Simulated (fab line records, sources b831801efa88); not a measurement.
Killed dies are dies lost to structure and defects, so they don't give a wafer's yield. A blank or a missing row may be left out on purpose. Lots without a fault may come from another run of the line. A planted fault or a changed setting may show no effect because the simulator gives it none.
fab line records | flow sky130
record lots=12 wafers=36 last_day=50
route steps=708 shown LI_CONTACT@375 CONTACT@425 VIA1@472 VIA3@584 PAD_OPEN@708
lots that met no fault: from a run of the same line without faults
start_h: hours from the record's first day to the start of the lot's first wafer shown | wait_h: hours since the lot's step before | " the same as in the row above | L1.1+2: a row that stands for several wafers | - no value, or no start given | * or withheld: withheld | < > ~ a bound
route shown NAME@n: a module of which the file shows steps, and the number in the route of the first | usual: mean/standard deviation of fault-free wafers | same: alike in all rows | chamber/n: place in a boat | sites: the reading at each site | _std_site: their standard deviation | _edge_site: outer sites' mean less inner sites' | radius_mm: how far each site lies from the wafer's centre | mask NAME#n: copy n | behind: the tool/chamber that last shaped the wafer | hold: why the lot was held/for how many hours/how that ended | device: the transistor (n, p or np) that didn't switch | end of line: the same wafers' tests at the end of the route | a step without rows: its recipe alone | killed: dies lost to structure and defects at the first sort, not the wafer's yield | map: a wafer's dies, x killed, . not, _ none there
set.NAME: the setting as run; set.NAME@STEP: as run at that earlier step | model.NAME: the simulator's own value behind a step, which no gauge read
steps of the route over a sample of lots; a table a step, a row a wafer
services: from which hour (start_h, from the record's first day; less than 0 if before it) a tool's chamber was out of use, for how many hours, and why
## steps
# step SKY_LI_CONTACT_OVL_MEAS_13
# usual LI_CONTACT_OVL=2/5.9
# columns lot.wafer tool chamber start_h wait_h LI_CONTACT_OVL[nm]
L677.1 overlay-01 - 688.50 0.1 -7
L677.2 " - " " -3
L677.6 " - " " -1
L680.1 overlay-02 - 716.89 0.1 0
L680.3 " - " " 4
L680.4 " - " " 7
L682.1 overlay-02 - 736.49 0.1 8
L682.4 " - " " 0
L682.6 " - " " 4
L683.3 overlay-02 - 737.61 0.1 11
L683.4 " - " " 1
L683.6 " - " " -4
L684.2 overlay-01 - 763.95 0.1 -8
L684.4 " - " " -11
L684.5 " - " " -2
L685.1 overlay-02 - 765.05 0.1 9
L685.2 " - " " -3
L685.5 " - " " 4
L690.2 overlay-01 - 803.66 0.1 10
L690.4 " - " " 3
L690.6 " - " " 10
L691.1 overlay-02 - 804.84 0.1 4
L691.5 " - " " 6
L691.6 " - " " -6
L693.4 overlay-02 - 824.47 0.1 0
L693.5 " - " " 10
L693.6 " - " " 7
L696.1 overlay-02 - 847.79 0.1 5
L696.4 " - " " 5
L696.5 " - " " 8
L698.1 overlay-01 - 851.14 0.1 -2
L698.4 " - " " 6
L698.5 " - " " -1
L697.2 overlay-02 - 852.95 0.1 -5
L697.3 " - " " -2
L697.4 " - " " 2
# step SKY_CONTACT_STRIP_19
# recipe chemistry=O2/N2 power_w=1400 pressure_mtorr=1500 platen_temp_c=withheld o2_flow_sccm=3000 n2_flow_sccm=300 overash_fraction=0.5
# usual drypump_motor_current_A=6.02/0.27 oes_product_au=0.381/0.0045 strip_time_to_endpoint_s=3.618/0.022
# same overash_fraction=0.5
# columns lot.wafer tool chamber start_h wait_h drypump_motor_current_A oes_product_au rf_hours_counter_h strip_time_to_endpoint_s
L677.1 plasma_asher-04 1 747.57 - 5.94 0.389 32 3.585
L677.2 " 0 " " 6.24 0.384 32 3.570
L677.6 " 0 " " 6.27 0.371 - 3.579
L680.1 plasma_asher-04 0 774.67 - 6.25 0.387 35 3.642
L680.3 " 0 " " 6.24 0.377 - 3.671
L680.4 " 1 " " 5.97 0.387 - 3.623
L682.1 plasma_asher-02 0 793.42 - 5.60 0.377 66 3.620
L682.4 " 0 " " 5.61 0.380 - 3.624
L682.6 " 1 " " 5.74 0.379 - 3.629
L683.3 plasma_asher-03 1 795.55 - 6.03 0.388 - 3.613
L683.4 " 0 " " 6.48 0.367 - 3.646
L683.6 " 1 " " 6.03 0.378 - 3.580
L684.2 plasma_asher-02 0 818.18 - 5.57 0.385 68 3.634
L684.4 " 0 " " 5.57 0.380 - 3.633
L684.5 " 1 " " 5.70 0.374 - 3.651
L685.1 plasma_asher-03 1 821.04 - 6.00 0.381 99 3.584
L685.2 " 0 " " 6.40 0.387 99 3.618
L685.5 " 0 " " 6.42 0.384 - 3.609
L690.2 plasma_asher-02 1 858.52 - 5.72 0.381 73 3.585
L690.4 " 0 " " 5.58 0.380 - 3.649
L690.6 " 1 " " 5.69 0.377 - 3.583
L691.1 plasma_asher-04 1 860.17 - 5.97 0.380 43 3.639
L691.5 " 1 " " 5.97 0.380 - 3.653
L691.6 " 0 " " 6.23 0.383 - 3.648
L693.4 plasma_asher-02 0 879.61 - 5.60 0.379 - 3.627
L693.5 " 1 " " 5.72 0.382 - 3.649
L693.6 " 0 " " 5.60 0.380 - 3.659
L696.1 plasma_asher-04 0 901.32 - 6.24 0.386 47 3.654
L696.4 " 0 " " 6.23 0.375 - 3.585
L696.5 " 1 " " 5.97 0.387 - 3.602
L698.1 plasma_asher-04 1 904.47 - 5.98 0.373 47 3.630
L698.4 " 1 " " 5.97 0.384 - 3.606
L698.5 " 0 " " 6.25 0.381 - 3.603
L697.2 plasma_asher-03 0 906.82 - 6.42 0.379 108 3.639
L697.3 " 1 " " 6.03 0.378 - 3.590
L697.4 " 0 " " 6.40 0.376 - 3.592
# step SKY_VIA1_ETCH_14
# recipe chemistry=N2/H2 target=BARC ion_energy_ev=200 source_w=500 bias_w=103.4 pressure_mtorr=30 n2_flow_sccm=100 h2_flow_sccm=200 stop_on=SiO2 time_s=45.9 target_depth_a=600
# usual drypump_motor_current_A=5.8/0.34 oes_product_au=0.856/0.0048 throttle_valve_pct=13.225/0.0093
# columns lot.wafer tool chamber start_h wait_h drypump_motor_current_A oes_product_au rf_hours_counter_h throttle_valve_pct
L677.1 rie_diel-02 0 804.23 0.0 6.3 0.850 1 13.222
L677.2 " 3 " " 5.5 0.856 7 13.214
L677.6 " 0 " " 6.3 0.854 - 13.232
L680.1 rie_diel-02 0 830.43 0.0 6.3 0.854 2 13.204
L680.3 " 2 " " 5.6 0.852 10 13.213
L680.4 " 3 " " 5.5 0.855 8 13.218
L682.1 rie_diel-02 1 848.66 0.0 5.9 0.853 11 13.239
L682.4 " 3 " " 5.5 0.860 9 13.233
L682.6 " 2 " " 5.7 0.847 - 13.225
L683.3 rie_diel-04 1 850.34 0.0 5.6 0.862 19 13.211
L683.4 " 0 " " 6.1 0.848 6 13.231
L683.6 " 0 " " 6.1 0.854 - 13.223
L684.2 rie_diel-02 3 871.74 0.0 5.5 0.861 9 13.229
L684.4 " 2 " " 5.7 0.865 11 13.228
L684.5 " 1 " " 5.9 0.867 - 13.220
L685.1 rie_diel-04 2 875.74 0.0 5.4 0.862 9 13.222
L685.2 " 1 " " 5.6 0.857 20 13.217
L685.5 " 2 " " 5.4 0.855 - 13.220
L690.2 rie_diel-02 3 912.94 0.0 5.5 0.862 10 13.224
L690.4 " 1 " " 5.9 0.856 13 13.228
L690.6 " 3 " " 5.5 0.863 - 13.232
L691.1 rie_diel-01 0 913.74 0.0 5.5 0.866 6 13.214
L691.5 " 3 " " 6.3 0.852 - 13.220
L691.6 " 2 " " 5.2 0.851 - 13.223
L693.4 rie_diel-01 0 932.01 0.0 5.5 0.861 - 13.219
L693.5 " 3 " " 6.2 0.857 - 13.215
L693.6 " 1 " " 5.8 0.858 - 13.214
L696.1 rie_diel-01 0 953.05 0.0 5.5 0.856 7 13.206
L696.4 " 2 " " 5.2 0.859 0 13.240
L696.5 " 1 " " 5.8 0.863 - 13.225
L698.1 rie_diel-04 1 955.48 0.0 5.6 0.856 23 13.242
L698.4 " 2 " " 5.4 0.855 11 13.240
L698.5 " 3 " " 5.7 0.866 - 13.223
L697.2 rie_diel-04 2 958.19 0.0 5.4 0.850 11 13.218
L697.3 " 1 " " 5.6 0.850 23 13.228
L697.4 " 3 " " 5.7 0.864 24 13.212
# step SKY_VIA3_DEVELOP_11
# recipe develop_time_s=60 resist=KrF-thick dev_temp_c=21
# usual developer_temp_C=21.01/0.11
# columns lot.wafer tool chamber start_h wait_h developer_temp_C
L677.1 litho_track-03 0 938 - 20.99
L677.2 " 0 " " 20.99
L677.6 " 0 " " 21.05
L680.1 litho_track-04 0 961 - 20.95
L680.3 " 0 " " 21.07
L680.4 " 0 " " 21.09
L682.1 litho_track-02 0 979 - 20.84
L682.4 " 0 " " 20.94
L682.6 " 0 " " 21.11
L683.3 litho_track-02 0 979 - 21.05
L683.4 " 0 " " 21.09
L683.6 " 0 " " 21.02
L684.2 litho_track-04 0 1000 - 21.07
L684.4 " 0 " " 21.20
L684.5 " 0 " " 21.20
L685.1 litho_track-03 0 1004 - 21.05
L685.2 " 0 " " 21.15
L685.5 " 0 " " 21.17
L691.1 litho_track-04 0 1037 - 20.18
L691.5 " 0 " " 20.20
L691.6 " 0 " " 20.10
L690.2 litho_track-04 0 1038 - 20.25
L690.4 " 0 " " 20.22
L690.6 " 0 " " 20.20
L693.4 litho_track-02 0 1053 - 21.01
L693.5 " 0 " " 21.05
L693.6 " 0 " " 20.98
L696.1 litho_track-03 0 1072 - 21.07
L696.4 " 0 " " 21.02
L696.5 " 0 " " 21.03
L698.1 litho_track-02 0 1074 - 20.71
L698.4 " 0 " " 20.96
L698.5 " 0 " " 20.97
L697.2 litho_track-03 0 1077 - 20.75
L697.3 " 0 " " 20.99
L697.4 " 0 " " 20.96
# step SKY_PAD_OPEN_PROBE_99
# usual defect_limited_yield=82.4/1.8 killed_at_M0_to_M3=44/7 killed_at_M4_up=3.2/2 killed_at_contacts=25/5.3 killed_at_front_end=15/4.3 killed_at_other=0.3/0.54 killed_dies=86/8.7 killed_open=47/6.4 killed_short=39/5.6 sort_bin_3_pad_short=0.9/0.43 sort_bin_5_function=10.4/1.4 sort_bin_6_memory=6.3/1.2 sort_n_pass=406/8.7 sort_yield_pct=82.4/1.8
# same gross_dies=492 killed_at_back_side=0 sort_bin_4_leakage[%]=0 sort_bin_8_speed[%]=0
# columns lot.wafer tool chamber start_h wait_h defect_limited_yield[%] killed_at_M0_to_M3 killed_at_M4_up killed_at_contacts killed_at_front_end killed_at_other killed_dies killed_open killed_short sort_bin_3_pad_short[%] sort_bin_5_function[%] sort_bin_6_memory[%] sort_n_pass sort_yield_pct[%]
L680.1 prober-02 - 1103.81 0.1 82.5 42 2 21 21 0 86 40 46 0.8 9.6 7.1 406 82.5
L680.3 prober-02 - 1103.91 0.2 82.7 47 3 22 12 1 85 45 39 1.2 8.9 7.1 407 82.7
L680.4 prober-02 - 1103.96 0.2 84.1 37 3 21 17 0 78 44 34 0.8 8.9 6.1 414 84.1
L690.6 prober-01 - 1166.50 0.2 85.0 39 2 17 15 1 74 41 33 1.8 9.1 4.1 418 85.0
# killed by level:class
L680.1 VIA1:geometric_particle:short=11 LI_CONTACT:geometric_particle:open=8 FIELD_ISO:geometric_particle:short=7 POLY_GATE:geometric_particle:open=7 CONTACT:geometric_particle:open=6 METAL2:geometric_particle:short=5 VIA2:geometric_particle:open=5 METAL3:geometric_particle:short=5
L680.3 CONTACT:geometric_particle:open=10 VIA1:geometric_particle:open=10 VIA2:geometric_particle:open=7 METAL2:geometric_particle:short=7 LI_CONTACT:geometric_particle:open=6 FIELD_ISO:geometric_particle:short=4 VIA3:geometric_particle:open=4 VIA1:geometric_particle:short=4
L680.4 VIA1:geometric_particle:open=12 CONTACT:geometric_particle:open=8 LI_CONTACT:geometric_particle:open=6 FIELD_ISO:geometric_particle:open=5 POLY_GATE:geometric_particle:open=5 METAL1:geometric_particle:short=5 METAL2:geometric_particle:short=5 FIELD_ISO:geometric_particle:short=4
L690.6 VIA1:geometric_particle:open=13 VIA3:geometric_particle:open=8 METAL2:geometric_particle:short=6 FIELD_ISO:geometric_particle:open=5 CONTACT:geometric_particle:open=5 LI_CONTACT:geometric_particle:open=4 LOCAL_INTERCONNECT:geometric_particle:short=4 FIELD_ISO:geometric_particle:short=3
## services
# columns tool chamber start_h hours kind
rie_diel-02 2 761.71 1.9 repair
rie_diel-04 - 763.81 2.8 pm
plasma_asher-03 - 764.71 2.0 repair
rie_diel-02 1 785.35 9.3 repair
rie_diel-04 1 796.11 2.8 repair
rie_diel-02 1 796.60 22.4 repair
rie_diel-04 1 815.08 4.6 repair
rie_diel-04 3 837.18 1.4 repair
plasma_asher-02 - 860.65 5.8 repair
rie_diel-01 2 874.10 16.0 repair
rie_diel-01 - 880.15 17.3 repair
plasma_asher-04 - 890.69 1.2 repair
rie_diel-04 2 921.43 19.3 repair
plasma_asher-03 - 971.18 4.8 repair
rie_diel-02 2 981.65 3.0 repair
plasma_asher-03 - 994.45 14.6 pm
rie_diel-01 2 1004.57 3.7 repair
rie_diel-02 1 1019.65 4.6 repair
plasma_asher-02 - 1035.97 21.6 pm
rie_diel-02 0 1039.83 11.7 repair
rie_diel-01 0 1041.99 4.0 repair
rie_diel-04 1 1054.43 4.0 repair
plasma_asher-04 - 1057.59 2.8 pm
rie_diel-04 2 1075.18 4.4 repair
## key
first_sign step=SKY_VIA3_DEVELOP_11 reading=developer_temp_C direction=down sigmas=7.4 usual=* struck=*
effect none on later readings
met_at SKY_VIA3_DEVELOP_11
struck_lots L690,L691
not_acting_at SKY_LI_CONTACT_OVL_MEAS_13,SKY_CONTACT_STRIP_19,SKY_VIA1_ETCH_14
onset_between 1000 1037
fault kind=process_parameter_drift tool=litho_track-04 chamber=- onset_h=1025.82 steps=SKY_VIA3_DEVELOP_11 channel=dev_temp_c offset=* shape=step end_h=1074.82 acts_in=* stated=*
